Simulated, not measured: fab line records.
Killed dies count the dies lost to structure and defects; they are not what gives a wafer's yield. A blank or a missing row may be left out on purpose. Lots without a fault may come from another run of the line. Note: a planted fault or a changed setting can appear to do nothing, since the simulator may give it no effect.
fab line records | flow sky130
[record] lots = 13 | wafers = 39 | last_day = 49
route steps=708 shown VIA2@509 CAPM@549
lots untouched by any fault: they come from a run of this same line in which no faults occurred
start_h: start of the lot's first displayed wafer, in hours after the record's first day | wait_h: hours since the lot's step before | " identical to the entry in the row above | L1.1+2: one row covering several wafers at once | - either no value or no given start | * or withheld: withheld | < > ~ a bound
route shown NAME@n: NAME is a module with steps in the file, n the number in the route of the first one | usual: mean/standard deviation taken from wafers without a fault | same: alike in all rows | chamber/n: place in a boat | sites: each site's reading | _std_site: the standard deviation of these | _edge_site: outer sites' mean less inner sites' | radius_mm: how far each site lies from the wafer's centre | mask NAME#n: copy n | behind: the last tool/chamber to shape the wafer | hold: what put the lot on hold/how long, in hours/how the hold closed | device: names the non-switching transistor (n, p or np) | end of line: at the end of the route, the tests of the same wafers | step lacking rows: just its recipe | killed: dies lost to structure and defects at the first sort, not the wafer's yield | map: shows each die of a wafer: x if killed, . if not, _ if none is there
set.NAME: the setting as run; set.NAME@STEP: as run at that earlier step | model.NAME: the simulator's own value behind a step, which no gauge read
route steps across a sampled set of lots; one table per step, one row per wafer
services: when a tool's chamber went out of use (start_h, in hours from the record's first day, below 0 if earlier), for how many hours, and the reason
[[steps]]
[step SKY_VIA2_CMP_02]
[recipe] material = SiO2 | down_force_psi = 4 | platen_rpm = 60 | pad_velocity_m_s = 0.94248
[usual] motor_current_A = 12.2/1
lot.wafer | tool   | chamber | start_h | wait_h | motor_current_A
L713.2    | cmp-01 | 3       | 827.01  | 0.0    | 13.4
L713.3    | "      | 1       | "       | "      | 11.5
L713.6    | "      | 3       | "       | "      | 13.0
L715.1    | cmp-02 | 3       | 849.17  | 0.1    | 12.9
L715.2    | "      | 0       | "       | "      | 13.3
L715.5    | "      | 2       | "       | "      | 11.6
L714.1    | cmp-01 | 1       | 849.47  | 0.1    | 11.4
L714.2    | "      | 3       | "       | "      | 13.3
L714.6    | "      | 1       | "       | "      | 11.5
L716.1    | cmp-01 | 2       | 857.63  | 0.5    | 12.2
L716.2    | "      | 3       | "       | "      | 13.4
L716.3    | "      | 0       | "       | "      | 10.9
L717.1    | cmp-01 | 2       | 879.63  | 0.1    | 12.6
L717.2    | "      | 3       | "       | "      | 12.9
L717.6    | "      | 2       | "       | "      | 12.6
L719.3    | cmp-01 | 0       | 880.72  | 0.1    | 10.1
L719.4    | "      | 1       | "       | "      | 12.1
L719.6    | "      | 0       | "       | "      | 10.8
L720.3    | cmp-02 | 0       | 886.48  | 0.0    | 13.6
L720.2    | "      | 1       | "       | "      | 12.9
L720.1    | "      | 3       | "       | "      | 13.4
L721.1    | cmp-02 | 3       | 903.64  | 0.1    | 12.2
L721.3    | "      | 0       | "       | "      | 13.6
L721.6    | "      | 3       | "       | "      | 13.5
L723.1    | cmp-01 | 0       | 915.98  | 3.3    | 11.0
L723.5    | "      | 1       | "       | "      | 11.8
L723.6    | "      | 2       | "       | "      | 12.1
L724.4    | cmp-01 | 1       | 932.82  | 0.4    | 11.2
L724.2    | "      | 2       | "       | "      | 12.3
L724.5    | "      | 3       | "       | "      | 12.9
L726.2    | cmp-01 | 2       | 937.25  | 0.3    | 12.0
L726.3    | "      | 3       | "       | "      | 13.0
L726.6    | "      | 1       | "       | "      | 11.5
L728.2    | cmp-01 | 0       | 954.65  | 0.0    | 10.2
L728.4    | "      | 1       | "       | "      | 11.7
L728.3    | "      | 3       | "       | "      | 13.6
L731.3    | cmp-02 | 1       | 961.94  | 0.0    | 12.3
L731.5    | "      | 1       | "       | "      | 12.5
L731.6    | "      | 2       | "       | "      | 11.7
[step SKY_VIA2_ETCH_14]
[recipe] chemistry = N2/H2 | target = BARC | ion_energy_ev = 200 | source_w = 500 | bias_w = 100 | pressure_mtorr = 30 | n2_flow_sccm = 100 | h2_flow_sccm = 200 | stop_on = SiO2 | time_s = 45.9 | target_depth_a = 600
[usual] drypump_motor_current_A = 6.03/0.24 | oes_product_au = 0.854/0.0045 | throttle_valve_pct = 13.225/0.0088
lot.wafer | tool        | chamber | start_h | wait_h | drypump_motor_current_A | oes_product_au | rf_hours_counter_h | throttle_valve_pct
L713.2    | rie_diel-01 | 3       | 852.71  | 0.0    | 5.89                    | 0.860          | 8                  | 13.226
L713.3    | "           | 1       | "       | "      | 6.39                    | 0.855          | 3                  | 13.238
L713.6    | "           | 1       | "       | "      | 6.37                    | 0.854          | -                  | 13.226
L715.1    | rie_diel-01 | 2       | 875.31  | 0.0    | 5.64                    | 0.853          | 19                 | 13.218
L715.2    | "           | 0       | "       | "      | 6.13                    | 0.853          | 8                  | 13.213
L715.5    | "           | 2       | "       | "      | 5.65                    | 0.859          | -                  | 13.208
L714.1    | rie_diel-03 | 1       | 875.62  | 0.0    | 5.88                    | 0.862          | 10                 | 13.217
L714.2    | "           | 2       | "       | "      | 6.09                    | 0.856          | 6                  | 13.219
L714.6    | "           | 2       | "       | "      | 6.11                    | 0.858          | -                  | 13.235
L716.1    | rie_diel-04 | 3       | 884.26  | 0.0    | 6.22                    | 0.857          | 15                 | 13.227
L716.2    | "           | 2       | "       | "      | 6.25                    | 0.851          | 23                 | 13.222
L716.3    | "           | 1       | "       | "      | 6.05                    | 0.859          | 3                  | 13.227
L717.1    | rie_diel-01 | 3       | 905.79  | 0.0    | 5.92                    | 0.854          | 9                  | 13.206
L717.2    | "           | 2       | "       | "      | 5.67                    | 0.853          | 21                 | 13.217
L717.6    | "           | 3       | "       | "      | 5.93                    | 0.851          | -                  | 13.230
L719.3    | rie_diel-01 | 1       | 906.82  | 0.0    | 6.38                    | 0.853          | 5                  | 13.237
L719.4    | "           | 0       | "       | "      | 6.13                    | 0.860          | 9                  | 13.244
L719.6    | "           | 3       | "       | "      | 5.90                    | 0.859          | -                  | 13.225
L720.1    | rie_diel-04 | 3       | 912.57  | 0.0    | 6.20                    | 0.852          | 16                 | 13.237
L720.2    | "           | 2       | "       | "      | 6.27                    | 0.854          | 24                 | 13.225
L720.3    | "           | 0       | "       | "      | 5.53                    | 0.857          | 1                  | 13.226
L721.1    | rie_diel-01 | 0       | 928.51  | 0.0    | 6.11                    | 0.858          | 10                 | 13.230
L721.3    | "           | 3       | "       | "      | 5.93                    | 0.854          | 10                 | 13.232
L721.6    | "           | 1       | "       | "      | 6.40                    | 0.856          | -                  | 13.234
L723.1    | rie_diel-01 | 0       | 939.87  | 0.0    | 6.12                    | 0.855          | 10                 | 13.215
L723.5    | "           | 1       | "       | "      | 6.43                    | 0.856          | -                  | 13.216
L723.6    | "           | 0       | "       | "      | 6.14                    | 0.854          | -                  | 13.211
L724.2    | rie_diel-01 | 3       | 957.41  | 0.0    | 5.93                    | 0.852          | 11                 | 13.233
L724.4    | "           | 0       | "       | "      | 6.13                    | 0.848          | -                  | 13.241
L724.5    | "           | 1       | "       | "      | 6.37                    | 0.855          | -                  | 13.226
L726.2    | rie_diel-04 | 0       | 961.81  | 0.0    | 5.50                    | 0.849          | 3                  | 13.231
L726.3    | "           | 2       | "       | "      | 6.24                    | 0.852          | 25                 | 13.239
L726.6    | "           | 0       | "       | "      | 5.52                    | 0.852          | -                  | 13.214
L728.2    | rie_diel-04 | 2       | 978.87  | 0.0    | 6.26                    | 0.857          | 26                 | 13.232
L728.3    | "           | 1       | "       | "      | 6.09                    | 0.858          | 6                  | 13.216
L728.4    | "           | 3       | "       | "      | 6.20                    | 0.846          | 18                 | 13.218
L731.3    | rie_diel-03 | 0       | 985.86  | 0.0    | 5.86                    | 0.859          | 15                 | 13.229
L731.5    | "           | 1       | "       | "      | 5.87                    | 0.854          | -                  | 13.231
L731.6    | "           | 0       | "       | "      | 5.88                    | 0.851          | -                  | 13.214
[step SKY_VIA2_ETCH_15]
[recipe] target = SiO2 | chemistry = C4F8/O2/Ar | target_depth_nm = 546 | stop_on = TiN | mask_material = KrF-thick | source_w = 1500 | bias_w = 1200 | pressure_mtorr = 40 | c4f8_flow_sccm = withheld | O2_flow_sccm = 6 | Ar_flow_sccm = 300 | time_s = 84
[usual] oes_product_au = 0.940/0.0048
lot.wafer | tool        | chamber | start_h | wait_h | oes_product_au | rf_hours_counter_h
L713.2    | rie_diel-01 | 3       | 852.75  | 0.0    | 0.938          | 8
L713.3    | "           | 1       | "       | "      | 0.945          | 3
L713.6    | "           | 1       | "       | "      | 0.941          | -
L715.1    | rie_diel-01 | 2       | 875.35  | 0.0    | 0.942          | 19
L715.2    | "           | 0       | "       | "      | 0.942          | 8
L715.5    | "           | 2       | "       | "      | 0.942          | -
L714.1    | rie_diel-03 | 1       | 875.66  | 0.0    | 0.938          | 10
L714.2    | "           | 2       | "       | "      | 0.937          | 6
L714.6    | "           | 2       | "       | "      | 0.943          | -
L716.1    | rie_diel-04 | 3       | 884.30  | 0.0    | 0.934          | 15
L716.2    | "           | 2       | "       | "      | 0.943          | 23
L716.3    | "           | 1       | "       | "      | 0.937          | 3
L717.1    | rie_diel-01 | 3       | 905.84  | 0.0    | 0.949          | 9
L717.2    | "           | 2       | "       | "      | 0.942          | 21
L717.6    | "           | 3       | "       | "      | 0.931          | -
L719.3    | rie_diel-01 | 1       | 906.86  | 0.0    | 0.941          | 5
L719.4    | "           | 0       | "       | "      | 0.943          | 9
L719.6    | "           | 3       | "       | "      | 0.936          | -
L720.1    | rie_diel-04 | 3       | 912.61  | 0.0    | 0.939          | 17
L720.2    | "           | 2       | "       | "      | 0.934          | 24
L720.3    | "           | 0       | "       | "      | 0.937          | 1
L721.1    | rie_diel-01 | 0       | 928.55  | 0.0    | 0.936          | 10
L721.3    | "           | 3       | "       | "      | 0.941          | 10
L721.6    | "           | 1       | "       | "      | 0.941          | -
L723.1    | rie_diel-01 | 0       | 939.91  | 0.0    | 0.936          | 10
L723.5    | "           | 1       | "       | "      | 0.936          | -
L723.6    | "           | 0       | "       | "      | 0.940          | -
L724.2    | rie_diel-01 | 3       | 957.45  | 0.0    | 0.939          | 11
L724.4    | "           | 0       | "       | "      | 0.918          | -
L724.5    | "           | 1       | "       | "      | 0.944          | -
L726.2    | rie_diel-04 | 0       | 961.85  | 0.0    | 0.936          | 3
L726.3    | "           | 2       | "       | "      | 0.942          | 25
L726.6    | "           | 0       | "       | "      | 0.938          | -
L728.2    | rie_diel-04 | 2       | 978.91  | 0.0    | 0.937          | 26
L728.3    | "           | 1       | "       | "      | 0.930          | 6
L728.4    | "           | 3       | "       | "      | 0.938          | 18
L731.3    | rie_diel-03 | 0       | 985.90  | 0.0    | 0.948          | 15
L731.5    | "           | 1       | "       | "      | 0.936          | -
L731.6    | "           | 0       | "       | "      | 0.940          | -
[step SKY_VIA2_STRIP_16]
[recipe] chemistry = O2/N2 | power_w = 1400 | pressure_mtorr = 1500 | platen_temp_c = withheld | o2_flow_sccm = 3000 | n2_flow_sccm = 300 | overash_fraction = 0.5
[usual] drypump_motor_current_A = 5.6/0.47 | oes_product_au = 0.399/0.0046 | strip_time_to_endpoint_s = 4.054/0.028
lot.wafer | tool            | chamber | start_h | wait_h | drypump_motor_current_A | oes_product_au | rf_hours_counter_h | strip_time_to_endpoint_s
L713.2    | plasma_asher-01 | 1       | 852.81  | 0.0    | 5.4                     | 0.402          | 74                 | 4.084
L713.3    | "               | 1       | "       | "      | 5.4                     | 0.399          | -                  | 4.056
L713.6    | "               | 1       | "       | "      | 5.4                     | 0.406          | -                  | 4.076
L715.1    | plasma_asher-02 | 0       | 875.41  | 0.0    | 5.8                     | 0.396          | 43                 | 4.009
L715.2    | "               | 1       | "       | "      | 5.8                     | 0.398          | 43                 | 4.108
L715.5    | "               | 1       | "       | "      | 5.8                     | 0.402          | -                  | 4.021
L714.1    | plasma_asher-01 | 1       | 875.73  | 0.0    | 5.4                     | 0.399          | 76                 | 4.091
L714.2    | "               | 0       | "       | "      | 4.9                     | 0.409          | 76                 | 4.104
L714.6    | "               | 0       | "       | "      | 4.9                     | 0.400          | -                  | 4.107
L716.1    | plasma_asher-01 | 0       | 884.36  | 0.0    | 4.9                     | 0.399          | 77                 | 4.049
L716.2    | "               | 1       | "       | "      | 5.4                     | 0.412          | 77                 | 4.022
L716.3    | "               | 0       | "       | "      | 5.0                     | 0.393          | -                  | 4.038
L717.1    | plasma_asher-03 | 0       | 905.90  | 0.0    | 6.2                     | 0.399          | 111                | 4.061
L717.2    | "               | 1       | "       | "      | 6.3                     | 0.400          | 111                | 4.038
L717.6    | "               | 0       | "       | "      | 6.2                     | 0.396          | -                  | 4.057
L719.3    | plasma_asher-01 | 0       | 906.95  | 0.1    | 4.9                     | 0.404          | -                  | 4.041
L719.4    | "               | 1       | "       | "      | 5.4                     | 0.396          | -                  | 4.062
L719.6    | "               | 0       | "       | "      | 4.9                     | 0.399          | -                  | 4.029
L720.1    | plasma_asher-03 | 1       | 912.67  | 0.0    | 6.3                     | 0.399          | 112                | 4.038
L720.2    | "               | 0       | "       | "      | 6.2                     | 0.391          | 112                | 4.007
L720.3    | "               | 0       | "       | "      | 6.1                     | 0.412          | -                  | 4.073
L721.1    | plasma_asher-02 | 0       | 928.61  | 0.0    | 5.8                     | 0.406          | 49                 | 4.089
L721.3    | "               | 1       | "       | "      | 5.8                     | 0.388          | -                  | 4.023
L721.6    | "               | 0       | "       | "      | 5.9                     | 0.402          | -                  | 4.059
L723.1    | plasma_asher-01 | 1       | 939.97  | 0.0    | 5.4                     | 0.405          | 82                 | 4.092
L723.5    | "               | 1       | "       | "      | 5.4                     | 0.400          | -                  | 4.062
L723.6    | "               | 0       | "       | "      | 4.9                     | 0.404          | -                  | 4.105
L724.2    | plasma_asher-02 | 1       | 957.51  | 0.0    | 5.8                     | 0.393          | 52                 | 4.039
L724.4    | "               | 1       | "       | "      | 5.8                     | 0.410          | -                  | 4.158
L724.5    | "               | 0       | "       | "      | 5.9                     | 0.404          | -                  | 4.060
L726.2    | plasma_asher-02 | 0       | 961.91  | 0.0    | 5.8                     | 0.390          | 53                 | 4.096
L726.3    | "               | 1       | "       | "      | 5.8                     | 0.400          | -                  | 4.012
L726.6    | "               | 1       | "       | "      | 5.8                     | 0.409          | -                  | 4.097
L728.2    | plasma_asher-01 | 1       | 978.97  | 0.0    | 5.4                     | 0.402          | 86                 | 4.048
L728.3    | "               | 0       | "       | "      | 4.9                     | 0.394          | -                  | 4.037
L728.4    | "               | 1       | "       | "      | 5.4                     | 0.401          | -                  | 4.036
L731.3    | plasma_asher-01 | 0       | 986.00  | 0.1    | 4.9                     | 0.393          | -                  | 4.048
L731.5    | "               | 1       | "       | "      | 5.4                     | 0.390          | -                  | 4.042
L731.6    | "               | 0       | "       | "      | 5.0                     | 0.406          | -                  | 4.043
[step SKY_VIA2_RS_MEAS_22]
[recipe] thk_meas_gauge = four-point-probe | reads = W_of_VIA2_CVD_21+TiN_of_VIA2_SPUTTER_20
[usual] VIA2_W_RS = 0.276/0.0035
lot.wafer | tool          | chamber | start_h | wait_h | VIA2_W_RS[ohm/sq]
L713.2    | film_metro-01 | -       | 853.62  | 0.1    | 0.277
L713.3    | "             | -       | "       | "      | 0.278
L713.6    | "             | -       | "       | "      | 0.277
L715.1    | film_metro-01 | -       | 876.24  | 0.1    | 0.279
L715.2    | "             | -       | "       | "      | 0.273
L715.5    | "             | -       | "       | "      | 0.274
L714.1    | film_metro-04 | -       | 876.52  | 0.1    | 0.276
L714.2    | "             | -       | "       | "      | 0.276
L714.6    | "             | -       | "       | "      | 0.273
L716.1    | film_metro-01 | -       | 885.19  | 0.1    | 0.280
L716.2    | "             | -       | "       | "      | 0.277
L716.3    | "             | -       | "       | "      | 0.280
L717.1    | film_metro-01 | -       | 906.77  | 0.1    | 0.276
L717.2    | "             | -       | "       | "      | 0.281
L717.6    | "             | -       | "       | "      | 0.284
L719.3    | film_metro-02 | -       | 907.83  | 0.1    | 0.280
L719.4    | "             | -       | "       | "      | 0.277
L719.6    | "             | -       | "       | "      | 0.277
L720.1    | film_metro-01 | -       | 913.48  | 0.1    | 0.279
L720.2    | "             | -       | "       | "      | 0.274
L720.3    | "             | -       | "       | "      | 0.275
L721.1    | film_metro-01 | -       | 929.40  | 0.1    | 0.272
L721.3    | "             | -       | "       | "      | 0.269
L721.6    | "             | -       | "       | "      | 0.271
L723.1    | film_metro-02 | -       | 940.75  | 0.1    | 0.274
L723.5    | "             | -       | "       | "      | 0.273
L723.6    | "             | -       | "       | "      | 0.274
L724.2    | film_metro-04 | -       | 958.37  | 0.1    | 0.279
L724.4    | "             | -       | "       | "      | 0.278
L724.5    | "             | -       | "       | "      | 0.277
L726.2    | film_metro-02 | -       | 962.72  | 0.1    | 0.274
L726.3    | "             | -       | "       | "      | 0.272
L726.6    | "             | -       | "       | "      | 0.275
L728.2    | film_metro-01 | -       | 979.78  | 0.1    | 0.277
L728.3    | "             | -       | "       | "      | 0.277
L728.4    | "             | -       | "       | "      | 0.274
L731.3    | film_metro-01 | -       | 986.84  | 0.1    | 0.274
L731.5    | "             | -       | "       | "      | 0.272
L731.6    | "             | -       | "       | "      | 0.276
[step SKY_CAPM_OVL_MEAS_12]
[usual] CAPM_OVL = 0.8/1.4
lot.wafer | tool       | chamber | start_h | wait_h | CAPM_OVL[nm]
L713.2    | overlay-02 | -       | 880.28  | 0.1    | 1.3
L713.3    | "          | -       | "       | "      | 1.4
L713.6    | "          | -       | "       | "      | 0.3
L715.1    | overlay-02 | -       | 902.70  | 0.1    | 3.4
L715.2    | "          | -       | "       | "      | 2.9
L715.5    | "          | -       | "       | "      | 3.6
L714.1    | overlay-01 | -       | 903.00  | 0.1    | 3.3
L714.2    | "          | -       | "       | "      | 1.2
L714.6    | "          | -       | "       | "      | 5.0
L716.1    | overlay-01 | -       | 911.32  | 0.1    | 0.2
L716.2    | "          | -       | "       | "      | 0.6
L716.3    | "          | -       | "       | "      | -0.1
L717.1    | overlay-02 | -       | 932.42  | 0.1    | -1.5
L717.2    | "          | -       | "       | "      | 0.0
L717.6    | "          | -       | "       | "      | 1.5
L719.3    | overlay-02 | -       | 933.23  | 0.1    | 0.3
L719.4    | "          | -       | "       | "      | 1.3
L719.6    | "          | -       | "       | "      | 1.5
L720.1    | overlay-02 | -       | 940.65  | 0.1    | 0.7
L720.2    | "          | -       | "       | "      | 0.9
L720.3    | "          | -       | "       | "      | 0.2
L721.1    | overlay-02 | -       | 953.92  | 0.1    | 2.7
L721.3    | "          | -       | "       | "      | 2.8
L721.6    | "          | -       | "       | "      | 1.4
L723.1    | overlay-01 | -       | 965.52  | 0.1    | -1.4
L723.5    | "          | -       | "       | "      | -2.8
L723.6    | "          | -       | "       | "      | -0.1
L724.2    | overlay-01 | -       | 983.06  | 0.1    | 0.3
L724.4    | "          | -       | "       | "      | 0.4
L724.5    | "          | -       | "       | "      | -0.1
L726.2    | overlay-02 | -       | 986.61  | 0.1    | 1.1
L726.3    | "          | -       | "       | "      | 2.3
L726.6    | "          | -       | "       | "      | 1.3
L728.2    | overlay-02 | -       | 1004.22 | 0.1    | -2.4
L728.3    | "          | -       | "       | "      | -0.3
L728.4    | "          | -       | "       | "      | -0.9
L731.3    | overlay-01 | -       | 1010.99 | 0.1    | 0.7
L731.5    | "          | -       | "       | "      | -0.7
L731.6    | "          | -       | "       | "      | -0.8
[[services]]
tool            | chamber | start_h | hours | kind
plasma_asher-02 | -       | 803.04  | 0.3   | repair
rie_diel-04     | -       | 803.75  | 0.7   | repair
rie_diel-03     | 0       | 811.39  | 5.6   | repair
cmp-01          | -       | 819.60  | 4.5   | pm
cmp-01          | -       | 840.28  | 1.9   | repair
rie_diel-04     | 0       | 846.88  | 5.1   | repair
cmp-02          | -       | 857.17  | 2.1   | repair
rie_diel-01     | 0       | 858.52  | 6.9   | repair
rie_diel-04     | 2       | 861.56  | 1.4   | repair
rie_diel-03     | 0       | 865.09  | 4.3   | repair
rie_diel-04     | 0       | 867.75  | -     | clean
rie_diel-04     | 0       | 867.75  | 18.2  | scheduled_down
rie_diel-04     | 0       | 867.75  | 18.2  | vent_cycle
rie_diel-03     | 2       | 869.54  | 1.7   | repair
rie_diel-03     | -       | 869.75  | 2.8   | pm
cmp-02          | -       | 912.00  | 4.0   | pm
rie_diel-01     | 2       | 912.47  | 45.0  | repair
cmp-02          | -       | 916.00  | -     | consumable_replace:conditioner
cmp-02          | -       | 916.00  | -     | consumable_replace:pad
plasma_asher-02 | -       | 917.19  | 4.8   | repair
cmp-02          | -       | 934.04  | 22.8  | pm
plasma_asher-01 | -       | 958.07  | 1.1   | repair
cmp-01          | -       | 959.63  | 1.4   | repair
cmp-01          | -       | 963.62  | 5.5   | pm
[[key]]
[first_sign] step = SKY_VIA2_ETCH_15 | reading = oes_product_au | direction = down | sigmas = 4.4 | usual = 0.940 | struck = 0.918
[effect] step = SKY_VIA2_STRIP_16 | reading = strip_time_to_endpoint_s | direction = up | sigmas = 3.7 | usual = * | struck = *
met_at SKY_VIA2_ETCH_14
struck_lots L724
struck_wafers L724.4
sort_left_out L724.4
not_acting_at SKY_VIA2_CMP_02,SKY_VIA2_RS_MEAS_22,SKY_CAPM_OVL_MEAS_12
onset_between 939.87 957.41
[fault] kind = process_parameter_drift | tool = rie_diel-01 | chamber = - | onset_h = 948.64 | steps = SKY_VIA2_ETCH_14 | channel = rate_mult | offset = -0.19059 | shape = step | end_h = 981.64 | scope = struck_wafers_only
// sort_left_out: the simulated sort isn't trusted on such a fault, so these wafers' sort isn't shown, and their yield isn't known
